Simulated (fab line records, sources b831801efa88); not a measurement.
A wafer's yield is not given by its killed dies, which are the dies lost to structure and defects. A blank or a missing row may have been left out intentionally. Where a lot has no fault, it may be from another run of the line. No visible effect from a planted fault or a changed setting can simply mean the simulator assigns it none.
fab line records | flow sky130
[record] lots = 14 | wafers = 42 | last_day = 51
route steps=708 shown CAPM@540 VIA3@589 METAL5@666 PASSIVATION@689
lots that met no fault: taken from a fault-free run of the same line
start_h: start of the lot's first displayed wafer, in hours after the record's first day | wait_h: hours from the lot's prior step to this one | " unchanged from the row above | L1.1+2: several wafers, shown together as one row | - no value, or no start given | * or withheld: withheld | < > ~ a bound
route shown NAME@n: names a module that has steps shown in the file, with the first one's number in the route | usual: mean/standard deviation taken from wafers without a fault | same: alike in all rows | chamber/n: place in a boat | sites: each site's reading | _std_site: the standard deviation of these | _edge_site: the outer-site mean with the inner-site mean subtracted | radius_mm: for every site, how far away it sits from the centre of the wafer | mask NAME#n: copy n | behind: tool/chamber where the wafer was last shaped | hold: the reason the lot was held/the length of the hold in hours/how it ended | device: names the non-switching transistor (n, p or np) | end of line: at the end of the route, the tests of the same wafers | step lacking rows: just its recipe | killed: dies lost to structure and defects at the first sort, not the wafer's yield | map: a wafer's dies, x killed, . not, _ none there
set.NAME: the setting as run; set.NAME@STEP: as run at that earlier step | model.NAME: the simulator's own value behind a step, which no gauge read
route steps across a sampled set of lots; one table per step, one row per wafer
services: a tool's chamber out of use, with start hour (start_h, from the record's first day; less than 0 if before it), hours out, and reason
[[steps]]
[step SKY_CAPM_RS_MEAS_03]
[recipe] thk_meas_gauge = four-point-probe | reads = TiN_of_CAPM_SPUTTER_02
[usual] CAPM_TIN_RS = 6.91/0.072
lot.wafer | tool          | chamber | start_h | wait_h | CAPM_TIN_RS[ohm/sq]
L711.2    | film_metro-04 | -       | 842.11  | 0.1    | 6.93
L711.3    | "             | -       | "       | "      | 6.97
L711.6    | "             | -       | "       | "      | 6.96
L712.4    | film_metro-03 | -       | 860.27  | 0.1    | 6.94
L712.5    | "             | -       | "       | "      | 6.94
L712.6    | "             | -       | "       | "      | 6.89
L713.1    | film_metro-04 | -       | 861.25  | 0.1    | 6.83
L713.2    | "             | -       | "       | "      | 6.90
L713.5    | "             | -       | "       | "      | 6.98
L714.4    | film_metro-04 | -       | 875.15  | 0.1    | 7.01
L714.5    | "             | -       | "       | "      | 6.99
L714.6    | "             | -       | "       | "      | 7.01
L715.3    | film_metro-01 | -       | 904.29  | 0.1    | 6.91
L715.4    | "             | -       | "       | "      | 6.84
L715.6    | "             | -       | "       | "      | 6.77
L720.1    | film_metro-03 | -       | 920.33  | 0.1    | 6.79
L720.3    | "             | -       | "       | "      | 6.82
L720.5    | "             | -       | "       | "      | 6.87
L721.1    | film_metro-03 | -       | 932.62  | 0.1    | 6.97
L721.3    | "             | -       | "       | "      | 6.98
L721.5    | "             | -       | "       | "      | 7.02
L723.1    | film_metro-04 | -       | 941.16  | 0.1    | 6.91
L723.3    | "             | -       | "       | "      | 6.91
L723.6    | "             | -       | "       | "      | 7.06
L722.1    | film_metro-01 | -       | 942.89  | 0.1    | 6.74
L722.2    | "             | -       | "       | "      | 6.84
L722.4    | "             | -       | "       | "      | 6.81
L727.2    | film_metro-04 | -       | 977.67  | 0.1    | 6.95
L727.3    | "             | -       | "       | "      | 7.04
L727.4    | "             | -       | "       | "      | 7.04
L728.2    | film_metro-03 | -       | 982.94  | 0.1    | 6.89
L728.3    | "             | -       | "       | "      | 6.92
L728.5    | "             | -       | "       | "      | 6.95
L732.1    | film_metro-01 | -       | 1001.17 | 0.1    | 6.94
L732.5    | "             | -       | "       | "      | 6.85
L732.6    | "             | -       | "       | "      | 6.90
L734.1    | film_metro-04 | -       | 1024.94 | 0.1    | 6.87
L734.4    | "             | -       | "       | "      | 6.86
L734.5    | "             | -       | "       | "      | 6.88
L733.1    | film_metro-03 | -       | 1050.66 | 0.1    | 6.93
L733.2    | "             | -       | "       | "      | 6.91
L733.6    | "             | -       | "       | "      | 6.90
[step SKY_VIA3_STRIP_16]
[recipe] chemistry = O2/N2 | power_w = 1400 | pressure_mtorr = 1500 | platen_temp_c = withheld | o2_flow_sccm = 3000 | n2_flow_sccm = 300 | overash_fraction = 0.5
[usual] drypump_motor_current_A = 6.0/0.38 | oes_product_au = 0.400/0.0048 | strip_time_to_endpoint_s = 4.079/0.024
lot.wafer | tool            | chamber | start_h | wait_h | drypump_motor_current_A | oes_product_au | rf_hours_counter_h | strip_time_to_endpoint_s
L711.2    | plasma_asher-02 | 1       | 920.29  | 0.0    | 6.2                     | 0.401          | 111                | 4.056
L711.3    | "               | 0       | "       | "      | 6.0                     | 0.395          | -                  | 4.074
L711.6    | "               | 1       | "       | "      | 6.2                     | 0.397          | -                  | 4.098
L712.4    | plasma_asher-03 | 1       | 938.62  | 0.1    | 6.4                     | 0.399          | -                  | 4.108
L712.5    | "               | 0       | "       | "      | 5.4                     | 0.402          | -                  | 4.114
L712.6    | "               | 1       | "       | "      | 6.4                     | 0.398          | -                  | 4.090
L713.1    | plasma_asher-03 | 1       | 939.59  | 0.0    | 6.5                     | 0.403          | 18                 | 4.066
L713.2    | "               | 0       | "       | "      | 5.4                     | 0.394          | 18                 | 4.094
L713.5    | "               | 0       | "       | "      | 5.4                     | 0.394          | -                  | 4.065
L714.4    | plasma_asher-01 | 1       | 953.21  | 0.1    | 5.6                     | 0.412          | -                  | 4.123
L714.5    | "               | 0       | "       | "      | 6.3                     | 0.391          | -                  | 4.113
L714.6    | "               | 1       | "       | "      | 5.6                     | 0.396          | -                  | 4.095
L715.3    | plasma_asher-01 | 1       | 978.41  | 0.1    | 5.6                     | 0.398          | -                  | 4.065
L715.4    | "               | 0       | "       | "      | 6.3                     | 0.399          | -                  | 4.066
L715.6    | "               | 1       | "       | "      | 5.6                     | 0.395          | -                  | 4.084
L720.1    | plasma_asher-03 | 0       | 994.27  | 0.0    | 5.5                     | 0.398          | 24                 | 4.064
L720.3    | "               | 1       | "       | "      | 6.4                     | 0.395          | -                  | 4.064
L720.5    | "               | 0       | "       | "      | 5.5                     | 0.394          | -                  | 4.088
L721.1    | plasma_asher-01 | 0       | 1007.67 | 0.0    | 6.3                     | 0.400          | 57                 | 4.085
L721.3    | "               | 1       | "       | "      | 5.6                     | 0.412          | -                  | 4.077
L721.5    | "               | 0       | "       | "      | 6.3                     | 0.392          | -                  | 4.083
L723.1    | plasma_asher-02 | 0       | 1014.39 | 0.0    | 6.0                     | 0.397          | 121                | 4.106
L723.3    | "               | 1       | "       | "      | 6.3                     | 0.388          | -                  | 4.096
L723.6    | "               | 0       | "       | "      | 6.1                     | 0.398          | -                  | 4.099
L722.1    | plasma_asher-02 | 1       | 1015.07 | 0.0    | 6.2                     | 0.393          | 121                | 4.077
L722.2    | "               | 0       | "       | "      | 6.1                     | 0.404          | 121                | 4.065
L722.4    | "               | 1       | "       | "      | 6.2                     | 0.402          | -                  | 4.053
L727.2    | plasma_asher-01 | 1       | 1050.04 | 0.0    | 5.6                     | 0.405          | 61                 | 4.085
L727.3    | "               | 0       | "       | "      | 6.3                     | 0.401          | -                  | 4.063
L727.4    | "               | 1       | "       | "      | 5.6                     | 0.394          | -                  | 4.070
L728.2    | plasma_asher-01 | 1       | 1054.09 | 0.0    | 5.6                     | 0.400          | 61                 | 4.111
L728.3    | "               | 0       | "       | "      | 6.3                     | 0.410          | -                  | 4.068
L728.5    | "               | 1       | "       | "      | 5.6                     | 0.399          | -                  | 4.104
L732.1    | plasma_asher-01 | 1       | 1070.94 | 0.0    | 5.6                     | 0.398          | 63                 | 4.038
L732.5    | "               | 0       | "       | "      | 6.3                     | 0.396          | -                  | 4.060
L732.6    | "               | 1       | "       | "      | 5.6                     | 0.399          | -                  | 4.033
L734.1    | plasma_asher-03 | 0       | 1091.24 | 0.0    | 5.5                     | 0.397          | 34                 | 4.068
L734.4    | "               | 0       | "       | "      | 5.4                     | 0.403          | -                  | 4.095
L734.5    | "               | 1       | "       | "      | 6.4                     | 0.401          | -                  | 4.112
L733.1    | plasma_asher-03 | 0       | 1116.79 | 0.0    | 5.4                     | 0.403          | 37                 | 4.075
L733.2    | "               | 1       | "       | "      | 6.4                     | 0.399          | 37                 | 4.093
L733.6    | "               | 0       | "       | "      | 5.4                     | 0.393          | -                  | 4.068
[step SKY_METAL5_RS_MEAS_05]
[recipe] thk_meas_gauge = four-point-probe | reads = TiN_of_METAL5_SPUTTER_04+Ti_of_METAL5_SPUTTER_03+AlCu_of_METAL5_SPUTTER_02+TiN_of_METAL5_SPUTTER_01+Ti_of_METAL5_SPUTTER_00
[usual] METAL5_ALCU_RS = 0.0271/0.00021
lot.wafer | tool          | chamber | start_h | wait_h | METAL5_ALCU_RS[ohm/sq]
L711.2    | film_metro-04 | -       | 997.96  | 0.0    | 0.02751
L711.3    | "             | -       | "       | "      | 0.02731
L711.6    | "             | -       | "       | "      | 0.02722
L712.4    | film_metro-04 | -       | 1014.83 | 0.1    | 0.02721
L712.5    | "             | -       | "       | "      | 0.0272
L712.6    | "             | -       | "       | "      | 0.02706
L713.1    | film_metro-03 | -       | 1015.12 | 0.0    | 0.02689
L713.2    | "             | -       | "       | "      | 0.02665
L713.5    | "             | -       | "       | "      | 0.02698
L714.4    | film_metro-01 | -       | 1028.54 | 0.1    | 0.02719
L714.5    | "             | -       | "       | "      | 0.02668
L714.6    | "             | -       | "       | "      | 0.02729
L715.3    | film_metro-03 | -       | 1052.77 | 0.1    | 0.02712
L715.4    | "             | -       | "       | "      | 0.02702
L715.6    | "             | -       | "       | "      | 0.02703
L720.1    | film_metro-01 | -       | 1066.91 | 0.0    | 0.02707
L720.3    | "             | -       | "       | "      | 0.02749
L720.5    | "             | -       | "       | "      | 0.02729
L721.1    | film_metro-03 | -       | 1079.00 | 0.0    | 0.02756
L721.3    | "             | -       | "       | "      | 0.0273
L721.5    | "             | -       | "       | "      | 0.02751
L723.1    | film_metro-03 | -       | 1094.16 | 0.0    | 0.02709
L723.3    | "             | -       | "       | "      | 0.02684
L723.6    | "             | -       | "       | "      | 0.02665
L722.1    | film_metro-03 | -       | 1094.46 | 0.0    | 0.02722
L722.2    | "             | -       | "       | "      | 0.02714
L722.4    | "             | -       | "       | "      | 0.02706
L727.2    | film_metro-01 | -       | 1118.61 | 0.1    | 0.02704
L727.3    | "             | -       | "       | "      | 0.02705
L727.4    | "             | -       | "       | "      | 0.027
L728.2    | film_metro-01 | -       | 1122.44 | 0.0    | 0.02725
L728.3    | "             | -       | "       | "      | 0.02757
L728.5    | "             | -       | "       | "      | 0.02737
L732.1    | film_metro-04 | -       | 1129.87 | 0.0    | 0.02702
L732.5    | "             | -       | "       | "      | 0.02703
L732.6    | "             | -       | "       | "      | 0.02697
L734.1    | film_metro-03 | -       | 1157.62 | 0.0    | 0.02698
L734.4    | "             | -       | "       | "      | 0.02703
L734.5    | "             | -       | "       | "      | 0.02687
L733.1    | film_metro-03 | -       | 1177.00 | 0.0    | 0.02734
L733.2    | "             | -       | "       | "      | 0.02758
L733.6    | "             | -       | "       | "      | 0.02743
[step SKY_PASSIVATION_EXPOSE_08]
[recipe] mask_id = NSM | target_cd_nm = 3000 | na = 0.57 | dose_mj = 260
[usual] exposure_dose_mJ_cm2 = 260.05/0.23 | focus_offset_nm = 0.1/0.51
lot.wafer | tool             | chamber | start_h | wait_h | mask  | exposure_dose_mJ_cm2 | focus_offset_nm
L711.2    | iline_stepper-01 | 0       | 1033.41 | -      | NSM#0 | 260.14               | 0.3
L711.3    | "                | 0       | "       | "      | NSM#0 | 260.05               | -0.7
L711.6    | "                | 0       | "       | "      | NSM#0 | 260.30               | 0.1
L712.4    | iline_stepper-01 | 0       | 1050.84 | -      | NSM#0 | 260.17               | -0.5
L712.5    | "                | 0       | "       | "      | NSM#0 | 259.61               | 0.6
L712.6    | "                | 0       | "       | "      | NSM#0 | 260.17               | -0.5
L713.1    | iline_stepper-02 | 0       | 1051.56 | -      | NSM#0 | 260.14               | 0.0
L713.2    | "                | 0       | "       | "      | NSM#0 | 260.27               | -0.1
L713.5    | "                | 0       | "       | "      | NSM#0 | 260.03               | 0.4
L714.4    | iline_stepper-02 | 0       | 1062.27 | -      | NSM#0 | 260.47               | 0.1
L714.5    | "                | 0       | "       | "      | NSM#0 | 260.35               | -0.2
L714.6    | "                | 0       | "       | "      | NSM#0 | 260.09               | 1.2
L715.3    | iline_stepper-01 | 0       | 1085.44 | -      | NSM#0 | 260.00               | 0.5
L715.4    | "                | 0       | "       | "      | NSM#0 | 259.93               | 1.0
L715.6    | "                | 0       | "       | "      | NSM#0 | 259.96               | 0.6
L720.1    | iline_stepper-01 | 0       | 1096.64 | -      | NSM#0 | 259.98               | 0.0
L720.3    | "                | 0       | "       | "      | NSM#0 | 259.44               | -0.4
L720.5    | "                | 0       | "       | "      | NSM#0 | 259.80               | 0.2
L721.1    | iline_stepper-02 | 0       | 1105.14 | -      | NSM#0 | 260.19               | -0.5
L721.3    | "                | 0       | "       | "      | NSM#0 | 260.20               | 0.5
L721.5    | "                | 0       | "       | "      | NSM#0 | 260.19               | 0.3
L723.1    | iline_stepper-01 | 0       | 1120.76 | -      | NSM#0 | 260.30               | 0.7
L723.3    | "                | 0       | "       | "      | NSM#0 | 260.30               | 0.2
L723.6    | "                | 0       | "       | "      | NSM#0 | 260.33               | -1.2
L722.1    | iline_stepper-02 | 0       | 1121.41 | -      | NSM#0 | 260.01               | -0.9
L722.2    | "                | 0       | "       | "      | NSM#0 | 260.37               | -0.1
L722.4    | "                | 0       | "       | "      | NSM#0 | 259.98               | -0.2
L727.2    | iline_stepper-01 | -       | 1147.24 | -      | NSM#0 | -                    | -
L727.3    | "                | -       | "       | "      | NSM#0 | -                    | -
L727.4    | "                | -       | "       | "      | NSM#0 | -                    | -
L728.2    | iline_stepper-01 | -       | 1151.40 | -      | NSM#0 | -                    | -
L728.3    | "                | -       | "       | "      | NSM#0 | -                    | -
L728.5    | "                | -       | "       | "      | NSM#0 | -                    | -
L732.1    | iline_stepper-01 | 0       | 1158.88 | -      | NSM#0 | 260.09               | -0.3
L732.5    | "                | 0       | "       | "      | NSM#0 | 259.97               | -0.2
L732.6    | "                | 0       | "       | "      | NSM#0 | 259.73               | -1.1
L734.1    | iline_stepper-01 | 0       | 1183.37 | -      | NSM#0 | 259.63               | -0.5
L734.4    | "                | 0       | "       | "      | NSM#0 | 259.66               | 0.0
L734.5    | "                | 0       | "       | "      | NSM#0 | 260.11               | -0.1
L733.1    | iline_stepper-02 | 0       | 1201.14 | -      | NSM#0 | 260.31               | 0.0
L733.2    | "                | 0       | "       | "      | NSM#0 | 260.03               | 0.0
L733.6    | "                | 0       | "       | "      | NSM#0 | 260.08               | -0.1
[[services]]
tool             | chamber | start_h | hours | kind
plasma_asher-03  | -       | 897.16  | 3.2   | repair
plasma_asher-01  | -       | 920.76  | 10.1  | pm
plasma_asher-01  | -       | 960.72  | 0.6   | repair
plasma_asher-02  | -       | 965.61  | 9.3   | repair
iline_stepper-02 | -       | 967.68  | 20.1  | repair
plasma_asher-01  | -       | 968.31  | 3.0   | repair
iline_stepper-01 | 0       | 981.98  | -     | calibration
iline_stepper-01 | -       | 987.75  | 1.7   | pm
iline_stepper-02 | -       | 1005.71 | 1.7   | pm
plasma_asher-01  | -       | 1027.92 | 0.9   | repair
plasma_asher-02  | -       | 1055.31 | 9.0   | pm
plasma_asher-02  | 0       | 1055.31 | 9.0   | vent_cycle
plasma_asher-02  | 1       | 1055.31 | 9.0   | vent_cycle
plasma_asher-02  | 0       | 1064.31 | -     | clean
plasma_asher-02  | -       | 1073.01 | 15.6  | pm
plasma_asher-01  | -       | 1091.74 | 1.8   | repair
iline_stepper-02 | 0       | 1106.85 | -     | calibration
iline_stepper-01 | -       | 1108.58 | 1.6   | repair
plasma_asher-01  | -       | 1108.89 | 2.8   | pm
iline_stepper-02 | -       | 1132.33 | 2.1   | pm
iline_stepper-02 | -       | 1134.42 | -     | consumable_replace:lamp
iline_stepper-01 | -       | 1187.00 | 1.7   | pm
iline_stepper-01 | 0       | 1188.53 | -     | calibration
iline_stepper-02 | -       | 1190.64 | 2.2   | repair
[[key]]
[first_sign] step = SKY_PASSIVATION_EXPOSE_08 | reading = tool_record | direction = missing
effect none on later readings
met_at SKY_PASSIVATION_EXPOSE_08
struck_lots L727,L728
later_rows_left_out L727.2,L727.3,L727.4,L728.2,L728.3,L728.5
sort_left_out L727.2,L727.3,L727.4,L728.2,L728.3,L728.5
not_acting_at SKY_CAPM_RS_MEAS_03,SKY_VIA3_STRIP_16,SKY_METAL5_RS_MEAS_05
onset_between 1120.76 1147.24
[fault] kind = skipped_step_whole | tool = iline_stepper-01 | chamber = - | onset_h = 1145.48 | steps = SKY_PASSIVATION_EXPOSE_08 | scope = struck_lots_only
// sort_left_out: the simulated sort isn't trusted on such a fault, so these wafers' sort isn't shown, and their yield isn't known
// later_rows_left_out: the simulator's readings of these wafers behind a module that went badly wrong aren't trusted and aren't shown, but for the sort
